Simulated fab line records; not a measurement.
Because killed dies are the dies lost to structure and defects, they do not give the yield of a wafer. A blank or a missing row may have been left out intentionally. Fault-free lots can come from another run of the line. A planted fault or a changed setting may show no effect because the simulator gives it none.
One fault through the eyes of 2 desks	flow sky130	only its own numbers are on each desk; what lay behind them is given at the end

== FOR THE TOOL OWNER'S DESK: rie_diel-02 ==
The tool's own readings at SKY_SONOS_ONO_ETCH_15 (etches the open film in CHF3/O2, target depth 19.52 nm, time 7.8 s): means of the sampled wafers that have a number, for each lot that ran on this tool. The brackets show how far a lot's mean lies from the usual mean; more than 4 standard deviations puts the lot out of limits, marked OUT.
Columns: A = O2_flow_sccm at SKY_SONOS_ONO_ETCH_15, usual 4.999 sccm; B = bias_w at SKY_SONOS_ONO_ETCH_15, usual 200.0 W; C = drypump_motor_current_A at SKY_SONOS_ONO_ETCH_15, usual 5.9 A; D = oes_product_au at SKY_SONOS_ONO_ETCH_15, usual 1.000 a.u.; E = throttle_valve_pct at SKY_SONOS_ONO_ETCH_15, usual 8.826 %
lot	first seen here	A	B	C	D	E
L526	day 14 07:59	4.996	200.1	5.5	0.990	8.814
L541	day 19 11:21	4.999	228.3 (+50) OUT	5.5	1.026	8.837
L543	day 20 04:41	5.009	228.1 (+49) OUT	5.3	1.017	8.825
This desk's finding: out of limits on L541, L543; first on L541, day 19 11:21 (bias_w at SKY_SONOS_ONO_ETCH_15). Within limits: L526.

== THE METROLOGY DESK ==
What the gauges read for every lot (on any tool): the sampled wafers with a number, averaged. The brackets show how far a lot's mean lies from the usual mean; more than 4 standard deviations puts the lot out of limits, marked OUT.
Columns: A = SONOS_ONO_CVD_02_THK at SKY_SONOS_ONO_THK_MEAS_03, usual 10.51 nm; B = SONOS_ONO_CVD_04_THK at SKY_SONOS_ONO_THK_MEAS_05, usual 5.75 nm; C = cd_nm at SKY_SONOS_ONO_CD_MEAS_13, usual 409.6 nm; D = SONOS_ONO_OVL at SKY_SONOS_ONO_OVL_MEAS_14, usual -0.1 nm
lot	first seen here	A	B	C	D
L526	day 13 04:22	10.58	5.70	408.2	0.3
L530	day 14 14:29	10.44	5.69	410.7	1.5
L533	day 15 13:33	10.69	5.63	412.1	-1.3
L541	day 18 04:00	10.65	5.67	406.7	1.4
L543	day 18 21:26	10.39	5.86	409.1	-1.5
L544	day 19 06:34	10.46	5.73	409.2	0.5
This desk's finding: nothing out of limits on any of the 6 lots.

== TAKEN TOGETHER ==
On L541, L543, at day 19 11:21, an alarm was possible from the tool owner's desk.
Nothing out of limits was seen by the metrology desk.
The metrology desk holds a record of L541, L543, inside its limits.
All the named lots went through SKY_SONOS_ONO_ETCH_15 on rie_diel-02.

== WHAT THE SIMULATOR HAD PUT IN ==
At SKY_SONOS_ONO_ETCH_15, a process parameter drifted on rie_diel-02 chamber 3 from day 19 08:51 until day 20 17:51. Setting bias_w, moved by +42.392, from 200. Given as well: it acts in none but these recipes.
Struck lots among those shown: L541, L543.
Time in hours from fault onset to the first out-of-limits reading at each desk: the tool owner's desk, 2.
